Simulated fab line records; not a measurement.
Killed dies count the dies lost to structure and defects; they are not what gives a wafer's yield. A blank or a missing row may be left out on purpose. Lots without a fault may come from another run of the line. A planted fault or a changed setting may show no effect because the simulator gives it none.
fab line records	flow sky130
[record] lots = 24	wafers = 72	last-day = 50
route steps=708 shown NWELL@79 METAL2@483 METAL3@568 VIA4@640 METAL5@667
lots untouched by any fault: they come from a run of this same line in which no faults occurred
start-h: the number of hours between the record's first day and the start of the first shown wafer of the lot	wait-h: time in hours since the lot's previous step	" identical to the entry in the row above	L1.1+2: a single row standing in for several wafers	- no value, or no start given	* or withheld: withheld	< > ~ a bound
route shown NAME@n: NAME is a module with steps in the file, n the number in the route of the first one	usual: mean/standard deviation taken from wafers without a fault	same: alike in all rows	chamber/n: place in a boat	sites: per-site readings	_std_site: the standard deviation of these	_edge_site: outer sites' mean less inner sites'	radius-mm: how far each site lies from the wafer's centre	mask NAME#n: copy n	behind: tool/chamber where the wafer was last shaped	hold: why the lot went on hold/how many hours it stayed there/how the hold came to an end	device: whichever transistor did not switch (one of n, p or np)	end of line: the route-end tests of the same wafers	for a step that has no rows: nothing shown but its recipe	killed: dies lost to structure and defects at the first sort, not the wafer's yield	map: a wafer's dies, x killed, . not, _ none there
set.NAME: the setting as run; set.NAME@STEP: as run at that earlier step	model.NAME: the simulator's own value behind a step, which no gauge read
the route's steps for a sample of lots (tables are steps, rows are wafers)
services: from which hour (start-h, from the record's first day; less than 0 if before it) a tool's chamber was out of use, for how many hours, and why
[[steps]]
[step SKY_NWELL_TW_MEAS_26]
[usual] NWELL_2_TW = 495.7/3
lot.wafer	tool	chamber	start-h	wait-h	NWELL_2_TW
L074.4	film-metro-04	-	100.70	0.1	501.7
L074.5	"	-	"	"	498.8
L074.6	"	-	"	"	501.0
L075.2	film-metro-03	-	107.38	0.1	492.6
L075.5	"	-	"	"	494.9
L075.6	"	-	"	"	497.3
L076.1	film-metro-03	-	113.86	0.1	494.9
L076.5	"	-	"	"	494.8
L076.6	"	-	"	"	497.3
L077.2	film-metro-03	-	120.88	0.1	494.7
L077.4	"	-	"	"	494.0
L077.5	"	-	"	"	494.6
L078.1	film-metro-04	-	128.62	0.1	499.0
L078.3	"	-	"	"	497.4
L078.5	"	-	"	"	498.0
L079.2	film-metro-04	-	130.93	0.1	501.4
L079.3	"	-	"	"	498.7
L079.4	"	-	"	"	501.4
L080.1	film-metro-02	-	134.37	0.1	496.2
L080.5	"	-	"	"	496.0
L080.6	"	-	"	"	495.7
L081.2	film-metro-04	-	145.03	0.1	498.7
L081.4	"	-	"	"	501.1
L081.6	"	-	"	"	498.7
L082.1	film-metro-04	-	153.71	0.1	496.4
L082.5	"	-	"	"	496.3
L082.6	"	-	"	"	497.6
L083.2	film-metro-04	-	155.63	0.1	498.0
L083.3	"	-	"	"	497.8
L083.5	"	-	"	"	495.1
L084.2	film-metro-04	-	163.86	0.1	497.7
L084.4	"	-	"	"	496.0
L084.5	"	-	"	"	495.4
L085.1	film-metro-02	-	173.30	0.1	490.3
L085.3	"	-	"	"	490.2
L085.6	"	-	"	"	489.0
L086.2	film-metro-02	-	178.15	0.1	491.7
L086.3	"	-	"	"	492.3
L086.6	"	-	"	"	491.6
L087.2	film-metro-02	-	180.86	0.1	491.1
L087.3	"	-	"	"	490.0
L087.4	"	-	"	"	492.2
L088.1	film-metro-04	-	186.35	0.1	499.7
L088.4	"	-	"	"	498.3
L088.5	"	-	"	"	500.0
L089.3	film-metro-02	-	194.37	0.1	493.8
L089.4	"	-	"	"	491.3
L089.5	"	-	"	"	496.5
L090.1	film-metro-03	-	199.25	0.1	497.3
L090.2	"	-	"	"	495.4
L090.3	"	-	"	"	496.7
L091.2	film-metro-04	-	207.03	0.1	497.7
L091.4	"	-	"	"	502.4
L091.5	"	-	"	"	497.8
L092.3	film-metro-04	-	215.24	0.1	498.2
L092.4	"	-	"	"	501.4
L092.5	"	-	"	"	495.5
L093.1	film-metro-03	-	223.85	0.1	497.1
L093.2	"	-	"	"	496.9
L093.5	"	-	"	"	497.8
L094.3	film-metro-02	-	225.74	0.1	494.3
L094.4	"	-	"	"	493.3
L094.5	"	-	"	"	495.1
L095.1	film-metro-02	-	229.67	0.1	492.5
L095.2	"	-	"	"	491.1
L095.4	"	-	"	"	493.9
L096.4	film-metro-02	-	235.18	0.1	491.5
L096.5	"	-	"	"	490.7
L096.6	"	-	"	"	492.9
L097.2	film-metro-04	-	242.58	0.1	497.2
L097.3	"	-	"	"	493.1
L097.5	"	-	"	"	495.0
[step SKY_METAL2_SPUTTER_00]
[recipe] material = Ti	target-thk-nm = 15	power-w = 3000	time-s = 10	chamber-pressure-pa = 0.4
[usual] chamber-pressure-pa = 0.3999/0.00079	throttle-valve-pct = 30.0/0.89
lot.wafer	tool	chamber	start-h	wait-h	chamber-pressure-pa	throttle-valve-pct
L074.4	pvd-sputter-04	-	790.65	0.3	0.3995	30.9
L074.5	"	-	"	"	0.4010	29.8
L074.6	"	-	"	"	0.3990	29.4
L075.2	pvd-sputter-04	-	800.61	0.2	0.3992	29.7
L075.5	"	-	"	"	0.4011	29.4
L075.6	"	-	"	"	0.3993	30.9
L076.1	pvd-sputter-04	-	806.73	0.1	0.3998	28.6
L076.5	"	-	"	"	0.4003	29.6
L076.6	"	-	"	"	0.4000	28.8
L077.2	pvd-sputter-03	-	817.07	0.1	0.3994	31.0
L077.4	"	-	"	"	0.3998	30.3
L077.5	"	-	"	"	0.4000	31.4
L078.1	pvd-sputter-04	-	823.72	0.2	0.3986	28.8
L078.3	"	-	"	"	0.3995	31.0
L078.5	"	-	"	"	0.3986	29.0
L079.2	pvd-sputter-01	-	828.06	0.1	0.4007	28.8
L079.3	"	-	"	"	0.3998	30.6
L079.4	"	-	"	"	0.3988	29.5
L080.1	pvd-sputter-01	-	833.66	0.2	0.4005	30.9
L080.5	"	-	"	"	0.4008	28.9
L080.6	"	-	"	"	0.4001	30.8
L081.2	pvd-sputter-01	-	846.81	0.2	0.3972	30.7
L081.4	"	-	"	"	0.4003	28.8
L081.6	"	-	"	"	0.3990	30.7
L083.2	pvd-sputter-01	-	861.35	0.1	0.3986	30.3
L083.3	"	-	"	"	0.4006	29.2
L083.5	"	-	"	"	0.3996	30.6
L082.1	pvd-sputter-03	-	863.36	0.2	0.4004	31.1
L082.5	"	-	"	"	0.4013	30.9
L082.6	"	-	"	"	0.4008	30.1
L084.2	pvd-sputter-03	-	872.14	0.2	0.4014	31.3
L084.4	"	-	"	"	0.4006	30.2
L084.5	"	-	"	"	0.3998	31.3
L085.1	pvd-sputter-03	-	885.73	0.2	0.4000	31.2
L085.3	"	-	"	"	0.4000	28.8
L085.6	"	-	"	"	0.3989	29.0
L086.2	pvd-sputter-04	-	891.75	0.2	0.4000	29.8
L086.3	"	-	"	"	0.4000	28.9
L086.6	"	-	"	"	0.3987	29.8
L087.2	pvd-sputter-03	-	894.14	0.2	0.4011	30.9
L087.3	"	-	"	"	0.4001	28.9
L087.4	"	-	"	"	0.4000	29.9
L088.1	pvd-sputter-03	-	896.91	0.1	0.4005	31.1
L088.4	"	-	"	"	0.4004	28.8
L088.5	"	-	"	"	0.3989	31.1
L089.3	pvd-sputter-03	-	916.30	0.2	0.3994	30.1
L089.4	"	-	"	"	0.3996	28.9
L089.5	"	-	"	"	0.3998	30.0
L090.1	pvd-sputter-03	-	917.20	0.1	0.3992	31.0
L090.2	"	-	"	"	0.3990	29.8
L090.3	"	-	"	"	0.3985	28.9
L091.2	pvd-sputter-03	-	925.09	0.1	0.3999	31.4
L091.4	"	-	"	"	0.3987	29.2
L091.5	"	-	"	"	0.3995	31.0
L092.3	pvd-sputter-01	-	931.72	0.1	0.3995	30.2
L092.4	"	-	"	"	0.4003	28.6
L092.5	"	-	"	"	0.4006	29.5
L093.1	pvd-sputter-03	-	949.44	0.2	0.3994	31.1
L093.2	"	-	"	"	0.3999	30.3
L093.5	"	-	"	"	0.4010	28.7
L094.3	pvd-sputter-04	-	950.76	0.2	0.4010	28.6
L094.4	"	-	"	"	0.4001	29.3
L094.5	"	-	"	"	0.4006	30.9
L095.1	pvd-sputter-01	-	954.12	0.1	0.4008	29.5
L095.2	"	-	"	"	0.4014	31.0
L095.4	"	-	"	"	0.3996	30.1
L096.4	pvd-sputter-03	-	957.40	0.1	0.3997	30.9
L096.5	"	-	"	"	0.4000	31.1
L096.6	"	-	"	"	0.4000	30.1
L097.2	pvd-sputter-03	-	961.56	0.2	0.3998	31.0
L097.3	"	-	"	"	0.3999	31.0
L097.5	"	-	"	"	0.3986	30.9
[step SKY_METAL3_METAL_ETCH_18]
[recipe] target-depth-a = 8450	stop-on = SiO2	over-etch-frac = 0.3	time-s = 183.1	chemistry = Cl2/BCl3	resist-sidewall-deg = 88	pressure-mtorr = 10	icp-w = 900	bias-w = 48.5	Cl2_flow_sccm = 60	bcl3-flow-sccm = 30
[usual] drypump-motor-current-A = 6.0/0.56	mfc-cl2-sccm = 60.01/0.19	oes-product-au = 0.866/0.0076	throttle-valve-pct = 22.264/0.0089
lot.wafer	tool	chamber	start-h	wait-h	drypump-motor-current-A	mfc-cl2-sccm	oes-product-au	rf-hours-counter-h	throttle-valve-pct
L074.4	rie-metal-01	0	901.75	0.1	5.6	60.09	0.866	-	22.252
L074.5	"	0	"	"	5.6	60.28	0.860	-	22.273
L074.6	"	1	"	"	6.8	59.90	0.870	-	22.259
L075.2	rie-metal-02	0	910.57	0.0	6.2	60.15	0.867	11	22.261
L075.5	"	1	"	"	6.3	60.00	0.859	-	22.254
L075.6	"	0	"	"	6.2	60.12	0.856	-	22.255
L076.1	rie-metal-02	1	915.92	0.0	6.3	60.09	0.860	9	22.266
L076.5	"	1	"	"	6.3	60.05	0.863	-	22.255
L076.6	"	0	"	"	6.2	60.22	0.860	-	22.258
L077.2	rie-metal-02	1	924.62	0.0	6.3	60.01	0.850	9	22.256
L077.4	"	1	"	"	6.3	59.73	0.862	-	22.245
L077.5	"	1	"	"	6.3	60.14	0.877	-	22.268
L078.1	rie-metal-03	0	931.49	0.0	5.7	60.30	0.862	16	22.261
L078.3	"	0	"	"	5.7	60.48	0.865	-	22.264
L078.5	"	0	"	"	5.7	59.95	0.862	-	22.273
L079.2	rie-metal-03	1	935.37	0.0	5.0	59.99	0.861	7	22.263
L079.3	"	0	"	"	5.6	60.29	0.872	-	22.263
L079.4	"	1	"	"	5.0	60.19	0.864	-	22.276
L080.1	rie-metal-02	1	939.97	0.0	6.3	60.00	0.868	10	22.263
L080.5	"	0	"	"	6.2	60.09	0.853	-	22.272
L080.6	"	1	"	"	6.3	60.02	0.873	-	22.255
L081.2	rie-metal-03	0	952.04	0.0	5.7	59.84	0.873	18	22.269
L081.4	"	1	"	"	5.0	60.14	0.863	-	22.255
L081.6	"	0	"	"	5.7	60.10	0.876	-	22.265
L083.2	rie-metal-03	1	967.09	0.0	5.1	60.10	0.865	8	22.273
L083.3	"	0	"	"	5.7	60.10	0.872	-	22.254
L083.5	"	1	"	"	5.1	60.31	0.859	-	22.265
L082.1	rie-metal-02	0	967.69	0.0	6.2	60.04	0.873	14	22.275
L082.5	"	1	"	"	6.3	59.95	0.866	-	22.258
L082.6	"	0	"	"	6.2	59.84	0.858	-	22.255
L084.2	rie-metal-01	0	975.89	0.0	5.6	60.17	0.875	8	22.256
L084.4	"	0	"	"	5.6	59.84	0.868	-	22.253
L084.5	"	1	"	"	6.8	59.93	0.870	-	22.268
L085.1	rie-metal-02	0	990.70	0.0	6.2	60.05	0.874	15	22.263
L085.3	"	1	"	"	6.3	59.93	0.874	-	22.270
L085.6	"	1	"	"	6.3	59.95	0.869	-	22.259
L086.2	rie-metal-02	0	994.22	0.0	6.2	59.97	0.864	16	22.267
L086.3	"	0	"	"	6.2	59.41	0.861	-	22.252
L086.6	"	1	"	"	6.3	59.98	0.860	-	22.260
L087.2	rie-metal-02	0	997.55	0.0	6.1	59.97	0.888	16	22.270
L087.3	"	1	"	"	6.3	59.82	0.871	-	22.249
L087.4	"	0	"	"	6.2	59.93	0.866	-	22.264
L088.1	rie-metal-03	1	999.32	0.0	5.0	60.30	0.867	11	22.255
L088.4	"	1	"	"	5.1	60.45	0.871	-	22.285
L088.5	"	1	"	"	5.0	60.10	0.883	-	22.274
L089.3	rie-metal-01	1	1015.20	0.1	6.8	60.03	0.870	-	22.266
L089.4	"	0	"	"	5.6	60.13	0.879	-	22.260
L089.5	"	1	"	"	6.8	59.88	0.877	-	22.266
L090.1	rie-metal-03	0	1015.67	0.0	5.7	60.00	0.862	1	22.266
L090.2	"	1	"	"	5.0	60.09	0.855	12	22.249
L090.3	"	0	"	"	5.7	59.97	0.865	-	22.260
L091.2	rie-metal-01	1	1025.84	0.0	6.8	60.08	0.869	18	22.263
L091.4	"	1	"	"	6.8	60.17	0.868	-	22.262
L091.5	"	0	"	"	5.6	59.85	0.861	-	22.275
L092.3	rie-metal-03	1	1029.25	0.1	5.0	59.94	0.865	-	22.252
L092.4	"	0	"	"	5.7	60.18	0.873	-	22.265
L092.5	"	0	"	"	5.7	59.99	0.868	-	22.269
L093.1	rie-metal-02	1	1046.99	0.0	6.4	59.81	0.857	16	22.268
L093.2	"	1	"	"	6.4	59.97	0.861	-	22.267
L093.5	"	1	"	"	6.4	59.98	0.856	-	22.271
L094.3	rie-metal-01	0	1047.50	0.1	5.6	60.08	0.876	-	22.279
L094.4	"	1	"	"	6.8	60.01	0.868	-	22.242
L094.5	"	0	"	"	5.6	59.95	0.864	-	22.262
L095.1	rie-metal-02	0	1052.77	0.0	6.2	60.17	0.872	19	22.257
L095.2	"	1	"	"	6.3	59.92	0.873	17	22.252
L095.4	"	1	"	"	6.3	59.80	0.871	-	22.266
L096.4	rie-metal-01	1	1053.85	0.1	6.8	60.33	0.861	-	22.269
L096.5	"	1	"	"	6.8	60.08	0.867	-	22.254
L096.6	"	0	"	"	5.6	59.74	0.863	-	22.259
L097.2	rie-metal-02	1	1056.29	0.0	6.3	60.11	0.880	17	22.248
L097.3	"	1	"	"	6.3	60.21	0.874	-	22.270
L097.5	"	1	"	"	6.3	59.86	0.882	-	22.266
[step SKY_VIA4_THK_MEAS_01]
[recipe] reads = SiO2_of_VIA4_HDPCVD_00
[usual] VIA4_HDPCVD_THK = 1763/15
lot.wafer	tool	chamber	start-h	wait-h	VIA4_HDPCVD_THK[nm]
L074.4	film-metro-03	-	979.50	0.0	1759
L074.5	"	-	"	"	1749
L074.6	"	-	"	"	1781
L075.2	film-metro-04	-	987.93	0.1	1780
L075.5	"	-	"	"	1803
L075.6	"	-	"	"	1769
L076.1	film-metro-04	-	994.34	0.1	1773
L076.5	"	-	"	"	1748
L076.6	"	-	"	"	1756
L077.2	film-metro-04	-	1002.14	0.1	1749
L077.4	"	-	"	"	1749
L077.5	"	-	"	"	1766
L078.1	film-metro-03	-	1008.09	0.1	1772
L078.3	"	-	"	"	1784
L078.5	"	-	"	"	1765
L079.2	film-metro-03	-	1012.08	0.1	1786
L079.3	"	-	"	"	1780
L079.4	"	-	"	"	1782
L080.1	film-metro-01	-	1015.37	0.1	1760
L080.5	"	-	"	"	1763
L080.6	"	-	"	"	1758
L081.2	film-metro-04	-	1028.29	0.1	1749
L081.4	"	-	"	"	1751
L081.6	"	-	"	"	1763
L082.1	film-metro-04	-	1042.37	0.1	1773
L082.5	"	-	"	"	1789
L082.6	"	-	"	"	1771
L083.2	film-metro-04	-	1042.57	0.2	1777
L083.3	"	-	"	"	1779
L083.5	"	-	"	"	1780
L084.2	film-metro-03	-	1049.71	0.1	1792
L084.4	"	-	"	"	1757
L084.5	"	-	"	"	1743
L085.1	film-metro-03	-	1063.01	0.1	1770
L085.3	"	-	"	"	1781
L085.6	"	-	"	"	1761
L086.2	film-metro-03	-	1065.92	0.1	1743
L086.3	"	-	"	"	1766
L086.6	"	-	"	"	1728
L087.2	film-metro-01	-	1069.24	0.2	1751
L087.3	"	-	"	"	1760
L087.4	"	-	"	"	1752
L088.1	film-metro-04	-	1070.01	0.2	1771
L088.4	"	-	"	"	1787
L088.5	"	-	"	"	1782
L089.3	film-metro-04	-	1085.14	0.1	1759
L089.4	"	-	"	"	1778
L089.5	"	-	"	"	1767
L090.1	film-metro-04	-	1085.43	0.1	1760
L090.2	"	-	"	"	1752
L090.3	"	-	"	"	1755
L091.2	film-metro-04	-	1097.76	0.1	1753
L091.4	"	-	"	"	1758
L091.5	"	-	"	"	1766
L092.3	film-metro-01	-	1098.39	0.1	1771
L092.4	"	-	"	"	1770
L092.5	"	-	"	"	1759
L093.1	film-metro-03	-	1114.92	0.1	1770
L093.2	"	-	"	"	1777
L093.5	"	-	"	"	1775
L094.3	film-metro-03	-	1115.31	0.1	1769
L094.4	"	-	"	"	1744
L094.5	"	-	"	"	1771
L095.1	film-metro-01	-	1119.09	0.1	1772
L095.2	"	-	"	"	1740
L095.4	"	-	"	"	1750
L096.4	film-metro-03	-	1120.35	0.0	1756
L096.5	"	-	"	"	1760
L096.6	"	-	"	"	1759
L097.2	film-metro-04	-	1122.80	0.1	1762
L097.3	"	-	"	"	1732
L097.5	"	-	"	"	1766
[step SKY_VIA4_CMP_21]
[recipe] stop-on = SiO2	t-overpolish-s = 25	down-force-psi = 3.5	platen-rpm = 60	target-thk-nm = 0	pad-velocity-m-s = 0.94248
[usual] edge-zone-pressure-frac = 1.001/0.0057	motor-current-A = 10.8/1.5	overpolish-run-s = 25.001/0.0091	time-to-endpoint-s = 121/4.7
lot.wafer	tool	chamber	start-h	wait-h	edge-zone-pressure-frac	motor-current-A	overpolish-run-s	time-to-endpoint-s
L074.4	cmp-01	3	1005.02	0.0	0.995	10.2	24.987	115
L074.5	"	3	"	"	1.004	10.3	25.012	115
L074.6	"	0	"	"	1.010	9.7	25.028	125
L075.2	cmp-02	1	1012.87	0.1	1.000	11.2	24.995	119
L075.6	"	3	"	"	1.000	10.1	25.008	124
L075.5	"	0	"	"	0.996	9.2	25.006	126
L076.1	cmp-01	1	1018.91	0.1	1.003	12.8	25.015	115
L076.5	"	3	"	"	0.996	10.2	25.004	119
L076.6	"	0	"	"	0.997	9.7	25.009	120
L077.4	cmp-01	2	1026.29	0.0	0.996	13.1	25.017	124
L077.2	"	0	"	"	1.003	9.3	24.997	125
L077.5	"	2	"	"	1.001	12.8	25.009	122
L078.3	cmp-02	0	1032.16	0.1	1.006	9.2	25.014	128
L078.1	"	2	"	"	1.004	13.1	24.995	120
L078.5	"	0	"	"	0.999	9.4	25.003	127
L079.3	cmp-02	1	1035.48	0.1	1.006	10.8	24.997	121
L079.2	"	2	"	"	1.007	13.4	25.005	121
L079.4	"	3	"	"	1.009	10.0	24.997	121
L080.1	cmp-02	0	1038.58	0.1	0.995	9.7	25.011	127
L080.6	"	0	"	"	0.997	9.7	24.991	127
L080.5	"	1	"	"	0.999	11.4	25.013	116
L081.4	cmp-01	2	1051.68	0.1	0.999	12.9	25.010	126
L081.2	"	1	"	"	1.002	12.2	24.983	119
L081.6	"	3	"	"	1.004	10.2	25.014	121
L082.1	cmp-02	3	1065.38	0.2	1.002	9.5	24.997	127
L082.6	"	0	"	"	0.996	9.7	25.000	134
L082.5	"	1	"	"	1.000	11.5	25.001	124
L083.3	cmp-01	1	1065.63	0.1	1.004	12.9	24.992	118
L083.2	"	2	"	"	0.997	13.0	25.012	122
L083.5	"	1	"	"	0.996	11.4	24.987	118
L084.2	cmp-02	3	1072.41	0.1	1.004	10.1	24.998	130
L084.4	"	0	"	"	1.006	9.2	25.001	135
L084.5	"	2	"	"	0.996	12.7	25.006	131
L085.1	cmp-01	2	1085.89	0.4	1.008	12.8	24.995	120
L085.3	"	3	"	"	1.002	9.7	24.993	115
L085.6	"	0	"	"	1.002	8.5	25.011	119
L086.3	cmp-01	0	1088.06	0.1	0.994	8.9	25.003	122
L086.2	"	1	"	"	0.998	12.4	25.002	118
L086.6	"	0	"	"	0.995	9.4	24.999	121
L087.4	cmp-01	2	1091.88	0.0	1.008	13.5	24.987	128
L087.2	"	0	"	"	0.996	9.4	25.006	122
L087.3	"	1	"	"	1.004	12.2	24.982	122
L088.1	cmp-02	2	1092.21	0.1	1.003	13.3	25.004	123
L088.4	"	3	"	"	1.000	9.9	25.000	117
L088.5	"	1	"	"	0.992	11.1	24.986	114
L089.4	cmp-01	3	1107.46	0.0	0.999	10.6	24.998	114
L089.3	"	2	"	"	1.004	11.9	25.007	123
L089.5	"	3	"	"	1.001	9.9	24.992	118
L090.1	cmp-02	2	1107.77	0.1	1.002	13.3	25.010	125
L090.3	"	3	"	"	0.999	9.9	24.994	120
L090.2	"	1	"	"	1.001	10.7	24.998	120
L091.4	cmp-02	2	1118.84	0.0	0.996	13.2	24.985	127
L091.2	"	1	"	"	1.003	11.7	24.998	119
L091.5	"	3	"	"	1.001	10.0	25.004	115
L092.3	cmp-01	1	1119.83	0.0	0.998	12.6	24.995	118
L092.4	"	2	"	"	0.994	12.7	25.010	117
L092.5	"	2	"	"	0.994	12.3	24.992	115
L093.2	cmp-01	1	1135.84	0.1	1.000	12.3	24.995	121
L093.1	"	2	"	"	0.997	11.9	25.008	126
L093.5	"	3	"	"	1.005	10.2	25.000	116
L094.3	cmp-01	3	1136.05	0.0	1.000	9.9	24.999	119
L094.4	"	2	"	"	1.010	13.1	24.988	122
L094.5	"	3	"	"	1.005	9.9	25.002	118
L095.1	cmp-02	0	1139.18	0.1	0.997	9.5	24.982	126
L095.4	"	1	"	"	1.009	11.2	25.004	119
L095.2	"	3	"	"	1.003	9.1	24.994	116
L096.4	cmp-01	1	1141.08	0.1	1.000	12.9	25.015	114
L096.5	"	3	"	"	1.002	9.7	25.007	117
L096.6	"	0	"	"	1.002	9.1	25.003	120
L097.2	cmp-02	0	1142.91	0.0	1.008	9.3	25.001	125
L097.3	"	2	"	"	0.996	12.8	24.996	122
L097.5	"	1	"	"	1.002	11.0	25.014	116
[step SKY_METAL5_THK_MEAS_06]
[recipe] thk-meas-gauge = xrf	reads = AlCu_of_METAL5_SPUTTER_02
[usual] METAL5_ALCU_THK = 1172/13
lot.wafer	tool	chamber	start-h	wait-h	METAL5_ALCU_THK[nm]
L074.4	film-metro-02	-	1005.63	0.1	1179
L074.5	"	-	"	"	1191
L074.6	"	-	"	"	1183
L075.2	film-metro-03	-	1013.37	0.1	1182
L075.5	"	-	"	"	1181
L075.6	"	-	"	"	1187
L076.1	film-metro-03	-	1019.42	0.1	1164
L076.5	"	-	"	"	1155
L076.6	"	-	"	"	1150
L077.2	film-metro-02	-	1026.89	0.1	1185
L077.4	"	-	"	"	1164
L077.5	"	-	"	"	1168
L078.1	film-metro-03	-	1032.70	0.1	1178
L078.3	"	-	"	"	1184
L078.5	"	-	"	"	1184
L079.2	film-metro-02	-	1036.03	0.1	1180
L079.3	"	-	"	"	1190
L079.4	"	-	"	"	1179
L080.1	film-metro-02	-	1039.17	0.1	1172
L080.5	"	-	"	"	1179
L080.6	"	-	"	"	1179
L081.2	film-metro-04	-	1052.28	0.1	1156
L081.4	"	-	"	"	1172
L081.6	"	-	"	"	1159
L082.1	film-metro-02	-	1065.82	0.1	1154
L082.5	"	-	"	"	1168
L082.6	"	-	"	"	1168
L083.2	film-metro-02	-	1066.18	0.1	1168
L083.3	"	-	"	"	1193
L083.5	"	-	"	"	1172
L084.2	film-metro-04	-	1072.96	0.1	1160
L084.4	"	-	"	"	1164
L084.5	"	-	"	"	1181
L085.1	film-metro-02	-	1086.38	0.1	1177
L085.3	"	-	"	"	1159
L085.6	"	-	"	"	1177
L086.2	film-metro-03	-	1088.61	0.1	1181
L086.3	"	-	"	"	1156
L086.6	"	-	"	"	1161
L087.2	film-metro-03	-	1092.48	0.1	1166
L087.3	"	-	"	"	1190
L087.4	"	-	"	"	1180
L088.1	film-metro-03	-	1092.75	0.1	1144
L088.4	"	-	"	"	1163
L088.5	"	-	"	"	1156
L089.3	film-metro-02	-	1108.07	0.1	1182
L089.4	"	-	"	"	1184
L089.5	"	-	"	"	1181
L090.1	film-metro-03	-	1108.35	0.1	1178
L090.2	"	-	"	"	1168
L090.3	"	-	"	"	1163
L091.2	film-metro-04	-	1119.43	0.1	1151
L091.4	"	-	"	"	1157
L091.5	"	-	"	"	1148
L092.3	film-metro-04	-	1120.44	0.1	1167
L092.4	"	-	"	"	1188
L092.5	"	-	"	"	1176
L093.1	film-metro-02	-	1136.33	0.1	1148
L093.2	"	-	"	"	1163
L093.5	"	-	"	"	1171
L094.3	film-metro-04	-	1136.66	0.1	1169
L094.4	"	-	"	"	1184
L094.5	"	-	"	"	1172
L095.1	film-metro-03	-	1139.77	0.1	1180
L095.2	"	-	"	"	1172
L095.4	"	-	"	"	1154
L096.4	film-metro-02	-	1141.60	0.1	1157
L096.5	"	-	"	"	1151
L096.6	"	-	"	"	1175
L097.2	film-metro-02	-	1143.51	0.1	1193
L097.3	"	-	"	"	1184
L097.5	"	-	"	"	1183
[[services]]
tool	chamber	start-h	hours	kind
cmp-01	-	772.44	0.5	repair
rie-metal-02	-	781.20	1.4	pm
cmp-01	-	799.99	0.9	repair
pvd-sputter-03	-	827.06	14.2	repair
pvd-sputter-03	-	834.33	1.8	repair
pvd-sputter-03	-	844.26	2.0	repair
pvd-sputter-03	-	852.36	2.8	repair
cmp-02	-	887.97	0.3	repair
pvd-sputter-03	-	907.52	4.1	repair
cmp-02	-	911.49	7.9	pm
cmp-01	-	912.00	4.0	pm
cmp-01	-	941.45	2.4	repair
cmp-02	-	954.22	0.5	repair
cmp-01	-	954.67	9.8	repair
cmp-01	-	963.10	0.7	repair
cmp-01	-	981.69	0.6	repair
cmp-01	-	993.37	8.0	repair
cmp-01	-	1045.02	6.3	pm
rie-metal-02	0	1045.28	3.6	repair
rie-metal-02	-	1055.55	0.4	repair
pvd-sputter-03	-	1058.94	89.3	repair
cmp-02	-	1059.55	0.9	repair
cmp-02	-	1084.86	4.0	pm
cmp-01	-	1129.72	5.2	pm
[[key]]
fault none
